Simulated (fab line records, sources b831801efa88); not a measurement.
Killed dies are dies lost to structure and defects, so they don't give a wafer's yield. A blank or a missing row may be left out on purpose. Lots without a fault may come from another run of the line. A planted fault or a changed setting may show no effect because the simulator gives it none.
Which tool did it? | flow gf180mcu | 6 lots, 18 wafers sampled, at 3 steps of a route of 602

WHAT THE GAUGES READ, wafer by wafer
GF_SALICIDE_RS_MEAS_04: measures by four-point-probe.
lot  | measured     | on            | SALICIDE_TIN_RS (ohm/sq)
L731 | day 15 02:55 | film_metro-01 | 16.76 16.55 16.73
L734 | day 16 10:16 | film_metro-04 | 16.45 16.10 16.49
L738 | day 17 18:59 | film_metro-01 | 16.13 16.57 16.42
L741 | day 19 23:43 | film_metro-02 | 16.54 16.32 16.58
L747 | day 21 12:02 | film_metro-04 | 12.70 12.59 12.56
L750 | day 22 01:11 | film_metro-01 | 16.75 16.46 16.14

WHICH TOOL RAN EACH LOT (tool, then ch and the chambers of the sampled wafers, then the start)
lot  | GF_VT_IMPLANT_STRIP_20               | GF_SALICIDE_SPUTTER_02
L731 | plasma_asher-02 ch 0,1, day 6 09:16  | pvd_sputter-01, day 15 02:52
L734 | plasma_asher-01 ch 0,1, day 7 03:45  | pvd_sputter-03, day 16 10:13
L738 | plasma_asher-01 ch 0,1, day 8 04:40  | pvd_sputter-03, day 17 18:55
L741 | plasma_asher-01 ch 0,1, day 9 19:49  | pvd_sputter-02, day 19 23:40
L747 | plasma_asher-02 ch 0,1, day 10 21:07 | pvd_sputter-02, day 21 11:58
L750 | plasma_asher-01 ch 0,1, day 11 11:43 | pvd_sputter-01, day 22 01:08
- GF_VT_IMPLANT_STRIP_20: strips in O2/N2.
- GF_SALICIDE_SPUTTER_02: material Co, target thk 10 nm, time 20 s.

THE ANSWER, worked out from the rows above alone
Rule: what is usual is taken from the lots themselves. Put in order of their means at a reading, lots are off if they are a third of the lots or fewer, leave a main group of 4 or more, and stand apart from it by a gap of 3 or more times the standard deviation of the main group's means; of several such gaps the widest counts. A main group whose means are all the same, to the digits that the tables above print for the reading, isn't used. A lot without any number at a reading at which 4 lots or more have one is off too. The other lots that the step has rows for count as sound.
Off: L747, at GF_SALICIDE_RS_MEAS_04 (SALICIDE_TIN_RS). The main group: mean 16.47 ohm/sq, standard deviation 0.12.
A tool fits if, at a process step before that reading, it ran every lot that is off, and no sound lot after the first of them. The gauges at GF_SALICIDE_RS_MEAS_04 are tried like those tools. Can't be told from this: 3 tools fit, plasma_asher-02 at GF_VT_IMPLANT_STRIP_20, pvd_sputter-02 at GF_SALICIDE_SPUTTER_02, film_metro-04 at GF_SALICIDE_RS_MEAS_04.

WHAT THE SIMULATOR HAD PUT IN
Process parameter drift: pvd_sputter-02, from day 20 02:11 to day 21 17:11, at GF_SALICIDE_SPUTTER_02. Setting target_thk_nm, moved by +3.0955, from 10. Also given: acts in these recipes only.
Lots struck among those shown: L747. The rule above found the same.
